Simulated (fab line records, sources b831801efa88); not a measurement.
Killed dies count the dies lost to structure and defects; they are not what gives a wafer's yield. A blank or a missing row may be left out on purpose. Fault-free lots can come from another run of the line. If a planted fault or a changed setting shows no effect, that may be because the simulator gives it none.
Matching of chambers :: flow sky130 :: SKY_VIA3_CMP_02 on cmp-02: 4 sister chambers
The step polishes SiO2. 8 wafers are shown with their chamber, then 11 later ones without.

## WAFERS WITH THEIR CHAMBER
wafer: L131.3
chamber: 2
motor-current-A (A): 12.6

wafer: L135.1
chamber: 1
motor-current-A (A): 11.4

wafer: L138.5
chamber: 0
motor-current-A (A): 10.2

wafer: L139.1
chamber: 2
motor-current-A (A): 13.1

wafer: L139.6
chamber: 1
motor-current-A (A): 11.7

wafer: L141.2
chamber: 0
motor-current-A (A): 10.5

wafer: L141.6
chamber: 3
motor-current-A (A): 12.1

wafer: L143.1
chamber: 3
motor-current-A (A): 12.1

## WAFERS WHOSE CHAMBER IS MISSING
wafer: L143.3
motor-current-A (A): 11.5

wafer: L143.5
motor-current-A (A): 11.3

wafer: L148.2
motor-current-A (A): 12.0

wafer: L148.3
motor-current-A (A): 10.6

wafer: L148.5
motor-current-A (A): 12.1

wafer: L149.4
motor-current-A (A): 10.8

wafer: L149.5
motor-current-A (A): 10.4

wafer: L149.6
motor-current-A (A): 11.7

wafer: L153.1
motor-current-A (A): 11.5

wafer: L153.2
motor-current-A (A): 12.4

wafer: L153.6
motor-current-A (A): 11.7

## THE CHAMBER EACH PASSED THROUGH
wafer: L143.3
from the rows above: 1
in truth: 1

wafer: L143.5
from the rows above: 1
in truth: 1

wafer: L148.2
from the rows above: can't be placed: 3 or 1
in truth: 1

wafer: L148.3
from the rows above: 0
in truth: 0

wafer: L148.5
from the rows above: 3
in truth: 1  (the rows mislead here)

wafer: L149.4
from the rows above: can't be placed: 0 or 1
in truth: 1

wafer: L149.5
from the rows above: 0
in truth: 0

wafer: L149.6
from the rows above: can't be placed: 1 or 3
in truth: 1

wafer: L153.1
from the rows above: 1
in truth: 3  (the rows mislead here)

wafer: L153.2
from the rows above: can't be placed: 3 or 2
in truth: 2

wafer: L153.6
from the rows above: can't be placed: 1 or 3
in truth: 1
4 of 11 placed correctly. These rows do not allow placing 5 (true chamber among the candidates in 5). Wrongly placed: 2.
How it was worked out, from the rows above alone: a wafer's distance from a chamber is the root of the sum, over the readings, of the square of ((its reading less the chamber's mean) divided by the reading's scatter). The wafer belongs to the nearest chamber; if the next one is less than 2 further off, it can't be placed. The mean given for a chamber averages the wafers shown for that chamber. How the scatter is found: for the shown wafers, subtract from each reading the mean of its chamber, square and add these, divide the total by (wafers less chambers), then take the root.
